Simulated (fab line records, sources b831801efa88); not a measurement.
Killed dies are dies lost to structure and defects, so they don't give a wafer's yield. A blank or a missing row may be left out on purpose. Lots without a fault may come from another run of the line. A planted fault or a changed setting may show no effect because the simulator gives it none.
A struck lot beside a sound one | flow gf180mcu | 14 steps out of a route of 602
Sound: wafers L129.1, L129.3, L129.4. Struck: wafers L134.1, L134.3, L134.5. The cause comes at the end.
At each step with rows: each side's tool, then ch and its chambers, then its first start. Under that, the readings that differ: sound wafers | struck wafers | difference of the means | sigmas: that difference in standard deviations of wafers without a fault.
alike: readings whose means differ by less than 2 such deviations, and words and numbers that are the same on both sides. not compared: withheld readings, readings that some wafer has no value for, bounds like >300 that may hide the same value, and numbers for which the record gives no deviation and whose values overlap.
The two part at a step that has a row with sigmas, a row that says differs or no value, or rows on one side only. Numbers that don't overlap but have no deviation are shown without sigmas and don't part them. A reading that every wafer of one side lacks parts them only if that side has two wafers or more.

GF_DUAL_GATE_OVL_MEAS_11:
  sound on overlay-01, day 10 06:34; struck on overlay-01, day 12 02:21
  alike: DUAL_GATE_OVL
then, 1 step without rows for these wafers: GF_DUAL_GATE_WET_ETCH_12 (etches SiO2 in dHF, target depth 13 nm, time 260 s).
GF_DUAL_GATE_STRIP_13: strips in O2/N2.
  sound on plasma_asher-02 ch 0,1, day 10 06:41; struck on plasma_asher-01 ch 0,1, day 12 02:28
  alike: chamber_pressure_mTorr, drypump_motor_current_A, heater_power_w, oes_product_au, strip_time_to_endpoint_s
  not compared: rf_hours_counter_h
then, 3 steps without rows for these wafers: GF_DUAL_GATE_CLEAN_14 (cleans in SC1/SC2, time 150 s); GF_DUAL_GATE_OXIDATION_15 (stabilise 600 s, purge 300 s, target thk 7.098 nm); GF_POLY_GATE_CVD_00 (deposits poly-Si, target thk 200 nm, time 1200 s).
GF_POLY_GATE_THK_MEAS_01:
  sound on film_metro-02, day 10 09:44; struck on film_metro-04, day 12 06:48
  alike: POLY_GATE_CVD_00_THK
then, 5 steps without rows for these wafers: GF_POLY_GATE_DEHYDRATE_02 (time 60 s); GF_POLY_GATE_HMDS_03 (prime time 60 s); GF_POLY_GATE_COAT_04; GF_POLY_GATE_COAT_05 (resist thk 700 nm); GF_POLY_GATE_SOFTBAKE_06 (time 60 s).
GF_POLY_GATE_EXPOSE_07: exposes mask Poly2, target cd 280 nm.
  sound on krf_scanner-02 ch 0, day 10 18:59; struck on krf_scanner-02, day 12 13:42
  no value came back on the struck wafers for exposure_dose_mJ_cm2, focus_offset_nm (nm); on the sound wafers exposure_dose_mJ_cm2 reads 28.013 27.989 27.993
  alike: mask
then, 1 step without rows for these wafers: GF_POLY_GATE_PEB_08 (peb time 90 s).

WHERE THEY PART
Only at GF_POLY_GATE_EXPOSE_07, within this record.

WHY: what the simulator had put in
Skipped step whole: krf_scanner-02, from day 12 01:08 on, at GF_POLY_GATE_EXPOSE_07. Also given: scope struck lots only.
